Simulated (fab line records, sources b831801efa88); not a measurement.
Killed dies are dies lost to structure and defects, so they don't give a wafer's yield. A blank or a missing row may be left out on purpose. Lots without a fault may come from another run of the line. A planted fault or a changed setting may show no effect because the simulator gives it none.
Problem report in the 8D (eight disciplines) form, filled by code | flow gf180mcu | the parts of the form that need people (team, actions taken, sign-off) are left out

1. THE PROBLEM
run_length_s at GF_STI_WET_ETCH_17 reads a mean of 214 s on 6 wafers of 2 lots; wafers without a fault read 543 s with a standard deviation of 3.7. That is -89 standard deviations from the usual mean.
The step: etches Si3N4 in H3PO4, target depth 45 nm, time 514 s.
First seen on wafer L160.2, day 4 21:17, on wet_bench-01. The record holds 18 wafers of 6 lots with a number at this step. Rule for "out", or "out of limits": more than 4 standard deviations from the usual mean. The other wafers with a number count as sound.

2. WHAT IT IS AND WHAT IT IS NOT
question                    | is                     | is not
which readings at this step | run_length_s           | bath_heat_duty_pct
which lots                  | L160, L161             | L156, L158, L169, L170
which wafers of those lots  | all that have a number | -
read on which tools         | wet_bench-01           | wet_bench-03
when                        | from day 4 21:17       | up to then (6 sound wafers); but 6 sound wafers of L169, L170 came after

3. SUSPECTS, AND WHAT RULES EACH OUT
Counting: a tool at a process step up to the reading stays a suspect if it ran every lot that is out and no sound lot after the first of them.
- wet_bench-01 at GF_STI_WET_ETCH_17 (etches Si3N4 in H3PO4, target depth 45 nm, time 514 s): kept. It ran every lot that is out, first L160 (day 4 21:17), and no sound lot after that; its last sound lot up to then is L156 (day 4 01:05). Its own readings are out on those wafers: run_length_s.
Left after counting: wet_bench-01 at GF_STI_WET_ETCH_17.

4. THE CAUSE (what the simulator had put in)
Process parameter drift: wet_bench-01, from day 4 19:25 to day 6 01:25, at GF_STI_WET_ETCH_17. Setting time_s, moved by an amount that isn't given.
Counting left only this tool.

5. THE CHAIN OF EFFECTS, in route order
Each row: a reading whose mean over the struck wafers that have a number lies more than 3 standard deviations from the usual. Only readings for which the record gives a usual standard deviation are gone through. hours: the time from each lot's start at the first step in this table that gives one to its start at this step, as a median over the lots. sigmas: the change in usual standard deviations.
hours | step               | reading      | usual | on struck wafers | change | sigmas
0     | GF_STI_WET_ETCH_17 | run_length_s | 543 s | 214              | -328   | -89
The process steps in it:
- GF_STI_WET_ETCH_17: etches Si3N4 in H3PO4, target depth 45 nm, time 514 s.
Later measuring or inspecting steps at which every struck wafer that the step has a row for has a number for every such reading, and none has moved that far: GF_STI_THK_MEAS_22, GF_STI_THK_MEAS_24.

6. WHAT WOULD HAVE CAUGHT IT SOONER
In this record the first reading out of limits was taken at day 4 21:17, 2 hours after the fault began at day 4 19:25.
